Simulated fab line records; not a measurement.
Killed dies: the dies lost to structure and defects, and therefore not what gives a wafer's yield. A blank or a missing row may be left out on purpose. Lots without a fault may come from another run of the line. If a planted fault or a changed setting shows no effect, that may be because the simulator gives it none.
fab line records    flow sky130
record: lots: 11  wafers: 33  last_day: 50
route steps=708 shown POLY_GATE@205 LDD_P@259 PAD_OPEN@708
lots that met no fault: taken from a fault-free run of the same line
start_h: the number of hours between the record's first day and the start of the first shown wafer of the lot    wait_h: hours elapsed since this lot's preceding step    " repeats the value in the row above    L1.1+2: several wafers, shown together as one row    - no value, or no start was given    * or withheld: withheld    < > ~ a bound
route shown NAME@n: names a module that has steps shown in the file, with the first one's number in the route    usual: mean and standard deviation over wafers with no fault    same: alike in all rows    chamber/n: place in a boat    sites: each site's reading    _std_site: standard deviation across them    _edge_site: the outer-site mean with the inner-site mean subtracted    radius_mm: for every site, how far away it sits from the centre of the wafer    mask NAME#n: copy n    behind: the tool/chamber that last shaped the wafer    hold: the reason the lot was held/the length of the hold in hours/how it ended    device: transistor that didn't switch, given as n, p or np    end of line: tests run on the same wafers once the route is complete    a step without rows: its recipe alone    killed: count of dies lost to structure and defects at first sort (not the wafer's yield)    map: shows each die of a wafer: x if killed, . if not, _ if none is there
set.NAME: the setting as run; set.NAME@STEP: as run at that earlier step    model.NAME: the simulator's own value behind a step, which no gauge read
the route's steps for a sample of lots (tables are steps, rows are wafers)
services: from which hour (start_h, from the record's first day; less than 0 if before it) a tool's chamber was out of use, for how many hours, and why
== steps ==
step: SKY_POLY_GATE_THK_MEAS_01
recipe: reads: poly-Si_of_POLY_GATE_CVD_00
usual: POLY_GATE_CVD_00_THK: 178.6/1.7
lot.wafer  tool           chamber  start_h  wait_h  POLY_GATE_CVD_00_THK[nm]
L319.2     film_metro-01  -        311.34   0.0     177.2
L319.3     "              -        "        "       176.3
L319.6     "              -        "        "       176.1
L322.3     film_metro-04  -        335.52   0.0     176.7
L322.4     "              -        "        "       176.6
L322.6     "              -        "        "       177.6
L323.1     film_metro-04  -        344.96   0.0     179.0
L323.4     "              -        "        "       178.8
L323.5     "              -        "        "       178.5
L325.1     film_metro-04  -        362.04   0.0     175.6
L325.4     "              -        "        "       175.3
L325.5     "              -        "        "       176.8
L326.1     film_metro-01  -        392.87   0.0     178.7
L326.4     "              -        "        "       178.1
L326.5     "              -        "        "       179.1
L336.1     film_metro-01  -        455.17   0.0     177.3
L336.2     "              -        "        "       177.8
L336.4     "              -        "        "       176.6
L337.1     film_metro-04  -        460.39   0.0     177.2
L337.3     "              -        "        "       178.9
L337.5     "              -        "        "       176.8
L338.2     film_metro-01  -        472.75   0.0     177.5
L338.3     "              -        "        "       177.3
L338.5     "              -        "        "       178.5
L339.1     film_metro-01  -        483.96   0.0     183.2
L339.2     "              -        "        "       180.5
L339.6     "              -        "        "       181.9
L340.2     film_metro-02  -        486.43   0.0     179.4
L340.3     "              -        "        "       178.9
L340.6     "              -        "        "       179.0
L342.2     film_metro-04  -        505.88   0.0     179.6
L342.3     "              -        "        "       178.4
L342.4     "              -        "        "       179.3
step: SKY_POLY_GATE_STRIP_18
recipe: chemistry: O2/N2  power_w: 1400  pressure_mtorr: 1500  platen_temp_c: withheld  o2_flow_sccm: 3000  n2_flow_sccm: 300  overash_fraction: 0.5
usual: drypump_motor_current_A: 5.6/0.7  oes_product_au: 0.361/0.0049  strip_time_to_endpoint_s: 3.17/0.044
lot.wafer  tool             chamber  start_h  wait_h  drypump_motor_current_A  oes_product_au  rf_hours_counter_h  strip_time_to_endpoint_s
L319.2     plasma_asher-03  1        365.58   0.0     5.5                      0.363           69                  3.25
L319.3     "                0        "        "       5.8                      0.360           -                   3.20
L319.6     "                0        "        "       5.8                      0.361           -                   3.26
L322.3     plasma_asher-04  1        392.76   0.1     4.7                      0.365           -                   3.20
L322.4     "                0        "        "       6.7                      0.364           -                   3.19
L322.6     "                1        "        "       4.7                      0.365           -                   3.21
L323.1     plasma_asher-02  0        404.03   0.0     5.1                      0.363           58                  3.19
L323.4     "                0        "        "       5.1                      0.367           -                   3.15
L323.5     "                1        "        "       5.9                      0.364           -                   3.19
L325.1     plasma_asher-02  0        422.13   0.0     5.1                      0.358           59                  3.16
L325.4     "                0        "        "       5.1                      0.364           -                   3.14
L325.5     "                0        "        "       5.1                      0.365           -                   3.17
L326.1     plasma_asher-04  0        458.17   0.0     6.7                      0.361           74                  3.19
L326.4     "                1        "        "       4.7                      0.363           -                   3.11
L326.5     "                1        "        "       4.7                      0.367           -                   3.15
L336.1     plasma_asher-04  1        518.58   0.0     4.7                      0.358           81                  3.17
L336.2     "                0        "        "       6.7                      0.361           81                  3.14
L336.4     "                1        "        "       4.7                      0.356           -                   3.16
L337.1     plasma_asher-04  0        522.78   0.0     6.7                      0.364           81                  3.19
L337.3     "                0        "        "       6.7                      0.357           -                   3.16
L337.5     "                0        "        "       6.7                      0.360           -                   3.17
L338.2     plasma_asher-04  0        534.93   0.0     6.7                      0.365           83                  3.16
L338.3     "                0        "        "       6.7                      0.369           -                   3.17
L338.5     "                0        "        "       6.7                      0.370           -                   3.18
L339.1     plasma_asher-02  1        545.92   0.0     5.9                      0.375           72                  3.26
L339.2     "                0        "        "       5.1                      0.368           72                  3.16
L339.6     "                1        "        "       5.9                      0.367           -                   3.20
L340.2     plasma_asher-04  1        547.47   0.0     4.7                      0.355           84                  3.11
L340.3     "                0        "        "       6.7                      0.359           -                   3.13
L340.6     "                1        "        "       4.7                      0.355           -                   3.14
L342.2     plasma_asher-03  0        567.83   0.0     5.8                      0.356           14                  3.24
L342.3     "                1        "        "       5.5                      0.366           -                   3.23
L342.4     "                0        "        "       5.8                      0.364           -                   3.22
step: SKY_LDD_P_EXPOSE_04
recipe: mask_id: PSDM  na: 0.6  source_shape: conventional  sigma_outer: 0.6  polarization: unpolarized  target_cd_nm: 380  dose_mj: 138
lot.wafer   tool              chamber  start_h  wait_h  mask
L319.2+3+6  iline_stepper-01  0        411.80   -       PSDM#0
L322.3+4+6  iline_stepper-02  0        442.80   -       PSDM#0
L323.1+4+5  iline_stepper-01  0        451.76   -       PSDM#0
L325.1+4+5  iline_stepper-01  0        472.15   -       PSDM#0
L326.1+4+5  iline_stepper-01  0        511.43   -       NTM#0
L336.1+2+4  iline_stepper-01  0        565.68   -       PSDM#0
L337.1+3+5  iline_stepper-01  0        569.83   -       PSDM#0
L338.2+3+5  iline_stepper-01  0        583.28   -       PSDM#0
L339.1+2+6  iline_stepper-02  0        593.06   -       PSDM#0
L340.2+3+6  iline_stepper-01  0        594.98   -       PSDM#0
L342.2+3+4  iline_stepper-02  0        614.26   -       PSDM#0
step: SKY_LDD_P_CD_MEAS_07
recipe: target_cd_nm: 380
usual: cd_nm: 378.9/2.3
lot.wafer  tool       chamber  start_h  wait_h  cd_nm
L319.2     cd_sem-02  -        426.56   0.1     379.1
L319.3     "          -        "        "       377.9
L319.6     "          -        "        "       378.6
L322.3     cd_sem-01  -        458.03   0.1     378.8
L322.4     "          -        "        "       381.5
L322.6     "          -        "        "       379.5
L323.1     cd_sem-01  -        467.24   0.1     381.1
L323.4     "          -        "        "       381.6
L323.5     "          -        "        "       381.4
L325.1     cd_sem-02  -        487.93   0.1     378.8
L325.4     "          -        "        "       380.3
L325.5     "          -        "        "       377.7
L326.1     cd_sem-02  -        526.79   0.1     -
L326.4     "          -        "        "       -
L326.5     "          -        "        "       -
L336.1     cd_sem-02  -        580.33   0.1     377.2
L336.2     "          -        "        "       377.8
L336.4     "          -        "        "       380.9
L337.1     cd_sem-02  -        584.64   0.1     377.3
L337.3     "          -        "        "       375.2
L337.5     "          -        "        "       376.2
L338.2     cd_sem-01  -        597.90   0.1     381.3
L338.3     "          -        "        "       379.6
L338.5     "          -        "        "       381.2
L339.1     cd_sem-02  -        606.55   0.2     380.1
L339.2     "          -        "        "       381.2
L339.6     "          -        "        "       380.6
L340.2     cd_sem-02  -        608.90   0.1     378.6
L340.3     "          -        "        "       380.2
L340.6     "          -        "        "       382.6
L342.2     cd_sem-01  -        628.50   0.1     381.6
L342.3     "          -        "        "       381.0
L342.4     "          -        "        "       382.2
step: SKY_LDD_P_STRIP_10
recipe: chemistry: O2/N2  power_w: 1400  pressure_mtorr: 1500  platen_temp_c: withheld  o2_flow_sccm: 3000  n2_flow_sccm: 300  overash_fraction: 0.5
usual: drypump_motor_current_A: 5.6/0.66  oes_product_au: 0.716/0.0047  strip_time_to_endpoint_s: 14.208/0.029
lot.wafer  tool             chamber  start_h  wait_h  drypump_motor_current_A  oes_product_au  rf_hours_counter_h  strip_time_to_endpoint_s
L319.2     plasma_asher-01  0        426.87   0.1     5.2                      0.715           31                  14.233
L319.3     "                1        "        "       6.2                      0.720           -                   14.217
L319.6     "                0        "        "       5.3                      0.720           -                   14.233
L322.3     plasma_asher-02  0        458.33   0.1     5.2                      0.714           -                   14.243
L322.4     "                1        "        "       5.9                      0.714           -                   14.248
L322.6     "                0        "        "       5.1                      0.720           -                   14.218
L323.1     plasma_asher-04  1        467.54   0.1     4.7                      0.718           75                  14.170
L323.4     "                0        "        "       6.7                      0.720           -                   14.192
L323.5     "                0        "        "       6.7                      0.710           -                   14.234
L325.1     plasma_asher-01  1        488.24   0.1     6.2                      0.709           36                  14.166
L325.4     "                0        "        "       5.2                      0.721           -                   14.156
L325.5     "                0        "        "       5.2                      0.711           -                   14.195
L326.1     plasma_asher-04  0        527.09   0.1     6.7                      0.721           82                  14.191
L326.4     "                0        "        "       6.7                      0.724           -                   14.229
L326.5     "                0        "        "       6.7                      0.723           -                   14.195
L336.1     plasma_asher-02  1        580.64   0.1     5.9                      0.714           76                  14.268
L336.2     "                0        "        "       5.1                      0.713           76                  14.241
L336.4     "                1        "        "       5.9                      0.717           -                   14.242
L337.1     plasma_asher-04  0        584.94   0.1     6.7                      0.722           88                  14.190
L337.3     "                0        "        "       6.7                      0.715           -                   14.214
L337.5     "                0        "        "       6.7                      0.712           -                   14.201
L338.2     plasma_asher-01  0        598.19   0.1     5.3                      0.715           47                  14.178
L338.3     "                1        "        "       6.2                      0.712           -                   14.194
L338.5     "                0        "        "       5.3                      0.718           -                   14.216
L339.1     plasma_asher-01  1        606.86   0.1     6.2                      0.716           48                  14.229
L339.2     "                0        "        "       5.2                      0.714           48                  14.242
L339.6     "                1        "        "       6.2                      0.717           -                   14.209
L340.2     plasma_asher-04  0        609.19   0.1     6.7                      0.716           90                  14.186
L340.3     "                0        "        "       6.7                      0.726           -                   14.183
L340.6     "                0        "        "       6.7                      0.721           -                   14.177
L342.2     plasma_asher-01  0        628.79   0.1     5.2                      0.708           49                  14.186
L342.3     "                0        "        "       5.2                      0.708           -                   14.175
L342.4     "                1        "        "       6.2                      0.719           -                   14.188
step: SKY_LDD_P_TW_MEAS_11
usual: LDD_P_TW: 637/8.8
lot.wafer  tool           chamber  start_h  wait_h  LDD_P_TW
L319.2     film_metro-02  -        426.98   0.1     632
L319.3     "              -        "        "       635
L319.6     "              -        "        "       632
L322.3     film_metro-03  -        458.41   0.1     647
L322.4     "              -        "        "       647
L322.6     "              -        "        "       650
L323.1     film_metro-04  -        467.64   0.1     626
L323.4     "              -        "        "       634
L323.5     "              -        "        "       635
L325.1     film_metro-02  -        488.34   0.1     636
L325.4     "              -        "        "       633
L325.5     "              -        "        "       636
L326.1     film_metro-04  -        527.19   0.1     29
L326.4     "              -        "        "       30
L326.5     "              -        "        "       30
L336.1     film_metro-03  -        580.74   0.1     649
L336.2     "              -        "        "       641
L336.4     "              -        "        "       643
L337.1     film_metro-04  -        585.04   0.1     627
L337.3     "              -        "        "       633
L337.5     "              -        "        "       630
L338.2     film_metro-02  -        598.30   0.1     638
L338.3     "              -        "        "       636
L338.5     "              -        "        "       636
L339.1     film_metro-03  -        606.96   0.1     650
L339.2     "              -        "        "       650
L339.6     "              -        "        "       651
L340.2     film_metro-03  -        609.30   0.1     651
L340.3     "              -        "        "       648
L340.6     "              -        "        "       646
L342.2     film_metro-02  -        628.90   0.1     636
L342.3     "              -        "        "       636
L342.4     "              -        "        "       633
step: SKY_PAD_OPEN_PROBE_99
usual: killed_at_M0_to_M3: 44/6.6  killed_at_M4_up: 2.9/1.8  killed_at_contacts: 24/4.8  killed_at_front_end: 15/4.5  killed_at_other: 0.3/0.64  killed_dies: 86/8.7  killed_on_rim: 17/3.8  killed_open: 47/6.5  killed_short: 39/5.8
same: gross_dies: 492  killed_at_back_side: 0
lot.wafer  tool       chamber  start_h  wait_h  killed_at_M0_to_M3  killed_at_M4_up  killed_at_contacts  killed_at_front_end  killed_at_other  killed_dies  killed_on_rim  killed_open  killed_short
L319.2     prober-01  -        1072.03  0.1     37                  0                21                  25                   0                83           18             44           39
L319.3     prober-01  -        1072.08  0.2     40                  6                28                  17                   0                91           21             47           44
L319.6     prober-01  -        1072.23  0.2     36                  5                24                  16                   0                81           17             42           39
L322.3     prober-02  -        1091.76  0.2     45                  3                30                  10                   0                88           15             48           40
L322.4     prober-02  -        1091.81  0.2     35                  1                20                  13                   0                69           12             38           31
L322.6     prober-02  -        1091.91  0.2     47                  3                26                  15                   0                91           18             52           39
L323.1     prober-01  -        1093.49  0.1     44                  5                24                  21                   0                94           22             61           33
L323.4     prober-01  -        1093.64  0.2     52                  1                30                  14                   0                97           20             55           41
L323.5     prober-01  -        1093.69  0.2     40                  3                22                  16                   0                81           15             39           41
L325.1     prober-01  -        1110.50  0.1     54                  3                29                  12                   1                99           24             49           48
L325.4     prober-01  -        1110.65  0.2     47                  2                19                  24                   2                94           21             43           49
L325.5     prober-01  -        1110.70  0.2     42                  6                21                  11                   0                80           11             47           32
L326.1     prober-01  -        1137.72  0.1     34                  2                38                  418                  0                492          96             51           43
L326.4     prober-01  -        1137.87  0.2     47                  1                24                  418                  2                492          96             47           41
L326.5     prober-01  -        1137.92  0.2     46                  6                19                  421                  0                492          96             52           36
L336.1     prober-02  -        1168.54  0.1     55                  6                24                  14                   0                99           19             57           41
L336.2     prober-02  -        1168.59  0.1     37                  5                24                  12                   0                78           13             39           38
L336.4     prober-02  -        1168.69  0.2     42                  4                22                  15                   0                83           19             38           43
L337.1     prober-01  -        1170.04  0.1     53                  3                22                  16                   1                95           12             50           44
L337.3     prober-01  -        1170.14  0.2     44                  5                24                  17                   0                90           21             48           42
L337.5     prober-01  -        1170.24  0.2     49                  6                21                  10                   0                86           26             49           37
L338.2     prober-02  -        1177.90  0.1     44                  1                22                  11                   0                78           14             33           45
L338.3     prober-02  -        1177.95  0.2     32                  5                30                  13                   0                80           21             44           36
L338.5     prober-02  -        1178.05  0.2     36                  3                24                  13                   0                76           13             42           34
L339.1     prober-01  -        1181.80  0.1     52                  3                30                  15                   1                101          17             60           40
L339.2     prober-01  -        1181.85  0.1     37                  0                25                  14                   0                76           13             36           39
L339.6     prober-01  -        1182.05  0.2     39                  4                24                  16                   0                83           21             44           38
L340.2     prober-02  -        1185.31  0.1     49                  3                31                  21                   0                104          23             54           50
L340.3     prober-02  -        1185.36  0.2     40                  2                28                  18                   0                88           19             52           36
L340.6     prober-02  -        1185.51  0.2     40                  1                22                  13                   1                77           16             45           31
L342.2     prober-02  -        1195.66  0.1     38                  4                26                  14                   0                82           15             48           34
L342.3     prober-02  -        1195.71  0.2     49                  2                38                  10                   0                99           23             58           41
L342.4     prober-02  -        1195.76  0.2     42                  4                24                  13                   1                84           19             48           36
killed by level:class
L319.2 VIA1:geometric_particle:open=10 CONTACT:geometric_particle:open=7 METAL2:geometric_particle:short=6 VIA3:geometric_particle:open=6 LI_CONTACT:geometric_particle:open=5 CONTACT:geometric_particle:short=5 VIA3:geometric_particle:short=5 FIELD_ISO:geometric_particle:short=4
L319.3 VIA1:geometric_particle:open=10 CONTACT:geometric_particle:open=9 FIELD_ISO:geometric_particle:open=7 VIA2:geometric_particle:open=7 METAL1:geometric_particle:short=6 LOCAL_INTERCONNECT:geometric_particle:short=6 METAL3:geometric_particle:short=6 CONTACT:geometric_particle:short=5
L319.6 VIA1:geometric_particle:open=12 CONTACT:geometric_particle:open=11 CONTACT:geometric_particle:short=7 FIELD_ISO:geometric_particle:open=5 POLY_GATE:geometric_particle:short=5 VIA3:geometric_particle:open=5 LOCAL_INTERCONNECT:geometric_particle:short=4 VIA2:geometric_particle:open=4
L322.3 VIA1:geometric_particle:open=12 LI_CONTACT:geometric_particle:open=8 VIA3:geometric_particle:open=7 CONTACT:geometric_particle:open=6 VIA1:geometric_particle:short=6 LI_CONTACT:geometric_particle:short=5 LOCAL_INTERCONNECT:geometric_particle:short=5 VIA2:geometric_particle:open=5
L322.4 VIA1:geometric_particle:open=9 LI_CONTACT:geometric_particle:open=6 VIA3:geometric_particle:open=6 CONTACT:geometric_particle:open=6 METAL2:geometric_particle:short=6 FIELD_ISO:geometric_particle:open=5 FIELD_ISO:geometric_particle:short=5 METAL1:geometric_particle:short=4
L322.6 CONTACT:geometric_particle:open=12 VIA1:geometric_particle:open=10 VIA2:geometric_particle:open=9 METAL2:geometric_particle:short=6 VIA3:geometric_particle:open=6 VIA2:geometric_particle:short=6 POLY_GATE:geometric_particle:short=5 LI_CONTACT:geometric_particle:open=5
L323.1 VIA1:geometric_particle:open=15 CONTACT:geometric_particle:open=13 POLY_GATE:geometric_particle:open=7 VIA2:geometric_particle:open=7 LI_CONTACT:geometric_particle:open=6 METAL1:geometric_particle:short=5 FIELD_ISO:geometric_particle:short=4 POLY_GATE:geometric_particle:short=4
L323.4 CONTACT:geometric_particle:open=13 VIA1:geometric_particle:open=13 VIA2:geometric_particle:open=9 VIA1:geometric_particle:short=8 CONTACT:geometric_particle:short=8 METAL2:geometric_particle:short=6 FIELD_ISO:geometric_particle:open=5 LI_CONTACT:geometric_particle:open=5
L323.5 CONTACT:geometric_particle:open=8 POLY_GATE:geometric_particle:open=6 VIA2:geometric_particle:open=6 VIA2:geometric_particle:short=5 LOCAL_INTERCONNECT:geometric_particle:short=5 VIA1:geometric_particle:open=5 VIA1:geometric_particle:short=5 METAL3:geometric_particle:short=5
L325.1 CONTACT:geometric_particle:open=13 METAL1:geometric_particle:short=9 METAL2:geometric_particle:short=9 VIA2:geometric_particle:open=7 LI_CONTACT:geometric_particle:open=6 VIA3:geometric_particle:open=5 VIA1:geometric_particle:open=5 VIA2:geometric_particle:short=5
L325.4 METAL2:geometric_particle:short=9 VIA2:geometric_particle:open=9 METAL1:geometric_particle:short=7 VIA1:geometric_particle:short=6 LI_CONTACT:geometric_particle:open=6 VIA3:geometric_particle:open=6 SPACER:geometric_particle:short=5 CONTACT:geometric_particle:open=5
L325.5 VIA1:geometric_particle:open=12 CONTACT:geometric_particle:open=11 LI_CONTACT:geometric_particle:open=7 VIA3:geometric_particle:open=6 METAL2:geometric_particle:short=6 METAL1:geometric_particle:short=5 VIA1:geometric_particle:short=5 POLY_GATE:geometric_particle:short=4
L326.1 LDD_P:area_expose=398 CONTACT:geometric_particle:open=10 CONTACT:geometric_particle:short=10 FIELD_ISO:geometric_particle:open=8 LI_CONTACT:geometric_particle:open=8 VIA1:geometric_particle:open=7 FIELD_ISO:geometric_particle:short=6 LOCAL_INTERCONNECT:geometric_particle:short=6
L326.4 LDD_P:area_expose=402 VIA1:geometric_particle:open=9 VIA3:geometric_particle:open=8 VIA2:geometric_particle:open=8 LI_CONTACT:geometric_particle:open=7 CONTACT:geometric_particle:open=7 VIA1:geometric_particle:short=7 FIELD_ISO:geometric_particle:open=6
L326.5 LDD_P:area_expose=404 VIA1:geometric_particle:open=8 VIA2:geometric_particle:open=8 VIA3:geometric_particle:open=8 POLY_GATE:geometric_particle:open=6 FIELD_ISO:geometric_particle:open=5 POLY_GATE:geometric_particle:short=5 CONTACT:geometric_particle:open=5
L336.1 VIA1:geometric_particle:open=15 VIA3:geometric_particle:open=11 CONTACT:geometric_particle:open=10 LI_CONTACT:geometric_particle:open=8 VIA1:geometric_particle:short=6 FIELD_ISO:geometric_particle:short=5 VIA2:geometric_particle:open=5 VIA3:geometric_particle:short=5
L336.2 LI_CONTACT:geometric_particle:open=7 VIA1:geometric_particle:open=7 VIA3:geometric_particle:open=7 CONTACT:geometric_particle:short=6 CONTACT:geometric_particle:open=6 METAL2:geometric_particle:short=5 FIELD_ISO:geometric_particle:open=4 LOCAL_INTERCONNECT:geometric_particle:short=4
L336.4 VIA1:geometric_particle:open=9 FIELD_ISO:geometric_particle:short=7 VIA1:geometric_particle:short=7 VIA2:geometric_particle:open=6 LI_CONTACT:geometric_particle:open=6 VIA3:geometric_particle:open=6 CONTACT:geometric_particle:open=5 METAL1:geometric_particle:short=5
L337.1 VIA1:geometric_particle:open=12 VIA1:geometric_particle:short=9 POLY_GATE:geometric_particle:short=8 VIA2:geometric_particle:open=8 CONTACT:geometric_particle:open=8 LI_CONTACT:geometric_particle:open=7 VIA3:geometric_particle:open=6 POLY_GATE:geometric_particle:open=5
L337.3 METAL1:geometric_particle:short=9 LI_CONTACT:geometric_particle:open=8 VIA1:geometric_particle:open=8 VIA3:geometric_particle:open=7 VIA2:geometric_particle:open=6 LOCAL_INTERCONNECT:geometric_particle:short=5 CONTACT:geometric_particle:open=5 METAL1:geometric_particle:open=5
L337.5 VIA2:geometric_particle:open=12 VIA1:geometric_particle:open=11 CONTACT:geometric_particle:open=9 CONTACT:geometric_particle:short=7 METAL4:geometric_particle:short=5 METAL1:geometric_particle:short=4 VIA1:geometric_particle:short=4 VIA3:geometric_particle:open=4
L338.2 VIA1:geometric_particle:open=14 CONTACT:geometric_particle:open=7 CONTACT:geometric_particle:short=6 LI_CONTACT:geometric_particle:short=5 METAL2:geometric_particle:short=5 METAL3:geometric_particle:short=5 VIA2:geometric_particle:short=4 FIELD_ISO:geometric_particle:short=3
L338.3 LI_CONTACT:geometric_particle:open=9 CONTACT:geometric_particle:open=8 VIA1:geometric_particle:open=8 LOCAL_INTERCONNECT:geometric_particle:short=6 VIA2:geometric_particle:open=6 FIELD_ISO:geometric_particle:short=5 LI_CONTACT:geometric_particle:short=5 METAL2:geometric_particle:short=5
L338.5 VIA1:geometric_particle:open=10 CONTACT:geometric_particle:open=9 VIA2:geometric_particle:open=7 LI_CONTACT:geometric_particle:open=4 LI_CONTACT:geometric_particle:short=4 VIA2:geometric_particle:short=4 FIELD_ISO:geometric_particle:open=3 POLY_GATE:geometric_particle:short=3
L339.1 VIA1:geometric_particle:open=11 LI_CONTACT:geometric_particle:open=10 VIA3:geometric_particle:open=10 CONTACT:geometric_particle:open=9 METAL1:geometric_particle:short=7 VIA1:geometric_particle:short=5 VIA2:geometric_particle:open=4 LI_CONTACT:geometric_particle:short=4
L339.2 VIA2:geometric_particle:open=11 METAL2:geometric_particle:short=7 VIA1:geometric_particle:open=7 LI_CONTACT:geometric_particle:open=6 LOCAL_INTERCONNECT:geometric_particle:short=5 CONTACT:geometric_particle:open=5 CONTACT:geometric_particle:short=5 FIELD_ISO:geometric_particle:short=4
L339.6 VIA2:geometric_particle:open=10 LI_CONTACT:geometric_particle:open=8 CONTACT:geometric_particle:open=8 FIELD_ISO:geometric_particle:short=5 VIA1:geometric_particle:short=5 METAL1:geometric_particle:short=5 FIELD_ISO:geometric_particle:open=4 LI_CONTACT:geometric_particle:short=4
L340.2 VIA1:geometric_particle:open=12 LI_CONTACT:geometric_particle:open=9 CONTACT:geometric_particle:open=9 FIELD_ISO:geometric_particle:short=6 FIELD_ISO:geometric_particle:open=5 POLY_GATE:geometric_particle:open=5 LOCAL_INTERCONNECT:geometric_particle:short=5 CONTACT:geometric_particle:short=5
L340.3 CONTACT:geometric_particle:open=10 LI_CONTACT:geometric_particle:open=9 VIA2:geometric_particle:open=8 VIA1:geometric_particle:open=7 FIELD_ISO:geometric_particle:open=5 VIA1:geometric_particle:short=5 LOCAL_INTERCONNECT:geometric_particle:short=4 METAL1:geometric_particle:short=4
L340.6 VIA1:geometric_particle:open=9 CONTACT:geometric_particle:open=8 LI_CONTACT:geometric_particle:open=6 VIA3:geometric_particle:open=5 METAL2:geometric_particle:short=5 VIA2:geometric_particle:open=5 FIELD_ISO:geometric_particle:open=4 VIA2:geometric_particle:short=4
L342.2 VIA1:geometric_particle:open=10 CONTACT:geometric_particle:open=9 LI_CONTACT:geometric_particle:short=6 METAL1:geometric_particle:short=6 LI_CONTACT:geometric_particle:open=5 CONTACT:geometric_particle:short=4 VIA3:geometric_particle:open=4 METAL4:geometric_particle:short=4
L342.3 VIA1:geometric_particle:open=13 CONTACT:geometric_particle:open=12 LI_CONTACT:geometric_particle:open=10 VIA2:geometric_particle:open=9 METAL1:geometric_particle:short=7 CONTACT:geometric_particle:short=6 LOCAL_INTERCONNECT:geometric_particle:short=5 VIA1:geometric_particle:short=5
L342.4 LI_CONTACT:geometric_particle:open=12 VIA1:geometric_particle:open=12 VIA2:geometric_particle:open=8 METAL1:geometric_particle:short=5 METAL2:geometric_particle:short=5 POLY_GATE:geometric_particle:short=4 VIA3:geometric_particle:open=4 CONTACT:geometric_particle:open=4
== services ==
tool              chamber  start_h  hours  kind
plasma_asher-03   -        366.31   5.7    repair
iline_stepper-01  -        374.49   2.4    repair
plasma_asher-03   -        421.25   9.0    pm
plasma_asher-03   0        421.25   9.0    vent_cycle
plasma_asher-03   1        421.25   9.0    vent_cycle
plasma_asher-03   0        430.25   -      clean
plasma_asher-03   1        430.25   -      clean
iline_stepper-02  -        431.79   4.4    pm
plasma_asher-04   -        434.39   3.2    repair
plasma_asher-02   -        439.91   0.7    repair
iline_stepper-01  -        456.28   1.7    pm
plasma_asher-01   -        463.94   14.6   pm
iline_stepper-01  0        470.50   -      calibration
iline_stepper-02  -        485.49   1.7    pm
iline_stepper-02  -        491.99   4.2    repair
plasma_asher-02   -        494.49   1.0    repair
plasma_asher-03   -        511.79   0.8    repair
plasma_asher-03   -        536.27   0.7    repair
iline_stepper-02  0        539.12   -      calibration
plasma_asher-03   -        545.70   4.1    repair
plasma_asher-03   -        553.89   0.9    repair
plasma_asher-02   -        605.98   1.0    repair
plasma_asher-01   -        611.45   6.5    repair
== key ==
first_sign: step: SKY_LDD_P_EXPOSE_04  reading: mask  direction: changed
effect: step: SKY_LDD_P_CD_MEAS_07  reading: cd_nm  direction: missing
effect: step: SKY_LDD_P_TW_MEAS_11  reading: LDD_P_TW  direction: down  sigmas: 69  usual: 637  struck: 30
effect: step: SKY_PAD_OPEN_PROBE_99  reading: killed_at_front_end  direction: up  sigmas: 90  usual: 15  struck: 419
more_kills_born_at: SKY_LDD_P_EXPOSE_04@iline_stepper-01: 1204
met_at SKY_LDD_P_EXPOSE_04
struck_lots L326
tester_left_out L326
not_acting_at SKY_POLY_GATE_THK_MEAS_01,SKY_POLY_GATE_STRIP_18,SKY_LDD_P_STRIP_10
onset_between 472.15 511.43
fault: kind: wrong_mask  tool: any  chamber: -  onset_h: 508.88  steps: SKY_LDD_P_EXPOSE_04  aux_copy: NTM#0  scope: struck_lots_only
tester_left_out: of these lots the tester's yield and bins aren't shown, on N5 and GAA mostly nor the transistor test; their killed dies are dies lost to structure and defects alone, not to doping, threshold or leakage, so they don't give the yield
